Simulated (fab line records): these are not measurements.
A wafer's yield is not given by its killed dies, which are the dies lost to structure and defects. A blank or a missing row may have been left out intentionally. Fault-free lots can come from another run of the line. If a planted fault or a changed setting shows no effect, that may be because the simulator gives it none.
A lot that was struck, set against a sound lot / flow gf180mcu / 30 out of 602 route steps
Sound: wafers L161.1, L161.2, L161.4. Wafers struck: L168.1, L168.2, L168.3. The cause is named last.
Each step with rows lists, per side, the tool, then ch with its chambers, then its first start. Under that, the readings that differ: sound wafers / struck wafers / difference of the means / sigmas: that difference in standard deviations of wafers without a fault.
alike: readings with means less than 2 such deviations apart, plus words and numbers identical on both sides. not compared: withheld readings, readings lacking a value on some wafer, bounds such as >300 that could conceal the same value, and numbers that have no deviation in the record and whose values overlap.
The two part at a step that has a row with sigmas, a row that says differs or no value, or rows on one side only. When numbers do not overlap yet have no deviation, they are printed without sigmas and do not part them. A reading missing from all wafers of one side parts the sides only when that side holds two or more wafers.

first, 3 steps without rows for these wafers: GF_PSD_EXPOSE_04 (exposes mask Pplus, target cd 400 nm); GF_PSD_PEB_05; GF_PSD_DEVELOP_06 (develop time 60 s).
GF_PSD_CD_MEAS_07: target cd 400 nm.
  sound on cdSem-02 at day 16 14:41; struck on cdSem-02 at day 18 19:06
  alike: cdNm
GF_PSD_OVL_MEAS_08:
  sound on overlay-02 at day 16 14:48; struck on overlay-02 at day 18 19:13
reading=PSD_OVL (nm); sound=1.0 -1.0 0.2; struck=3.2 2.8 3.9; difference=+3.2; sigmas=+2
then, 1 step without rows for these wafers: GF_PSD_IMPLANT_09.
GF_PSD_STRIP_10: strips in O2/N2.
  sound on plasmaAsher-03 ch 0,1, day 16 14:59; struck on plasmaAsher-02 ch 0,1, day 18 19:25
  alike: drypumpMotorCurrentA, heaterPowerW, oesProductAu, stripTimeToEndpointS
  not compared: rfHoursCounterH
GF_PSD_TW_MEAS_11:
  sound on filmMetro-04 at day 16 15:05; struck on filmMetro-02 at day 18 19:31
  alike: PSD_TW
then, 1 step without rows for these wafers: GF_PSD_CLEAN_12 (cleans in SC1/SC2, time 150 s).
GF_PSD_RTA_13: time 20 s.
  sound on rtpAnneal-01 ch 0, day 16 15:12; struck on rtpAnneal-02 ch 0, day 18 19:37
reading=annealTempCMax; sound=1033.9 1034.6 1035.1; struck=1028.6 1027.7 1027.9; difference=-6.5; sigmas=-3
  alike: chamberO2Ppm, lampPowerPct, wafer_temp_C_max
GF_PSD_RS_MEAS_14: uses a four-point probe to measure.
  sound on filmMetro-04 at day 16 15:17; struck on filmMetro-03 at day 18 19:42
  alike: NSD_RS
GF_PSD_RS_MEAS_15: uses a four-point probe to measure.
  sound on filmMetro-04 at day 16 15:24; struck on filmMetro-03 at day 18 19:49
  alike: PSD_RS
GF_SAB_CVD_00: deposits SiO2 from TEOS, target thk 50 nm, time 4.9302 s.
  sound on pecvd-01 ch 0,1, day 16 15:31; struck on pecvd-04 ch 0,1,2, day 18 19:56
reading=model.SiO2_of_SAB_CVD_00.thkNm (nm); sound=50.18 49.88 50.33; struck=55.46 55.56 55.86; difference=+5.50; sigmas=
  alike: heaterPowerW
GF_SAB_THK_MEAS_01:
  sound on filmMetro-04 at day 16 15:32; struck on filmMetro-01 at day 18 19:58
reading=SAB_CVD_00_THK (nm); sound=50.2 49.9 50.3; struck=55.5 55.6 55.8; difference=+5.5; sigmas=+8
then, 7 steps without rows for these wafers: GF_SAB_DEHYDRATE_02 (time 60 s); GF_SAB_HMDS_03 (prime time 60 s); GF_SAB_COAT_04 (resist thk 1000 nm); GF_SAB_SOFTBAKE_05 (time 60 s); GF_SAB_EXPOSE_06 (exposes mask SAB, target cd 420 nm); GF_SAB_PEB_07; GF_SAB_DEVELOP_08 (develop time 61.32 s).
GF_SAB_CD_MEAS_09: target cd 420 nm.
  sound on cdSem-02 at day 17 14:02; struck on cdSem-01 at day 19 19:57
reading=cdNm (nm); sound=422.5 423.6 423.4; struck=417.2 415.0 416.9; difference=-6.8; sigmas=-3
GF_SAB_OVL_MEAS_10:
  sound on overlay-01 at day 17 14:09; struck on overlay-01 at day 19 20:04
  alike: SAB_OVL
GF_SAB_ETCH_11: etches SiO2 in C4F8/O2/Ar, target depth 55 nm, time 8.5 s.
  sound on rieDiel-03 ch 1,2,3, day 17 14:11; struck on rieDiel-04 ch 0,2,3, day 19 20:07
  alike: oesProductAu
  not compared: rfHoursCounterH
then, 1 step without rows for these wafers: GF_SAB_WET_ETCH_12 (etches SiO2 in dHF, target depth 22 nm, time 440 s).
GF_SAB_STRIP_13: strips in O2/N2.
  sound on plasmaAsher-01 ch 0,1, day 17 14:20; struck on plasmaAsher-03 ch 0,1, day 19 20:16
  alike: drypumpMotorCurrentA, heaterPowerW, oesProductAu, stripTimeToEndpointS
  not compared: rfHoursCounterH
then, 1 step without rows for these wafers: GF_SALICIDE_CLEAN_00 (cleans in SC1/SC2, time 150 s).
GF_SALICIDE_WET_ETCH_01: etches SiO2 in dHF, target depth 5 nm, time 100 s.
  sound on wetBench-02 ch 3, day 17 14:33; struck on wetBench-04 ch 0, day 19 20:25
reading=model.SiO2_of_SAB_CVD_00.thkNm (nm); sound=39.46 39.09 39.65; struck=44.61 44.67 44.98; difference=+5.35; sigmas=
GF_SALICIDE_SPUTTER_02: material Co, target thk 10 nm, time 20 s.
  sound on pvdSputter-03 at day 17 14:35; struck on pvdSputter-04 at day 19 20:27
  alike: throttleValvePct
then, 1 step without rows for these wafers: GF_PASSIVATION_PROBE_99.

WHERE THEY PART
Last at GF_SAB_CD_MEAS_09 as far as this record goes, first at GF_PSD_OVL_MEAS_08. Later steps at which nothing parts them and some readings are alike: GF_SAB_OVL_MEAS_10, GF_SAB_ETCH_11, GF_SAB_STRIP_13, GF_SALICIDE_SPUTTER_02.

WHY: the cause the simulator had injected
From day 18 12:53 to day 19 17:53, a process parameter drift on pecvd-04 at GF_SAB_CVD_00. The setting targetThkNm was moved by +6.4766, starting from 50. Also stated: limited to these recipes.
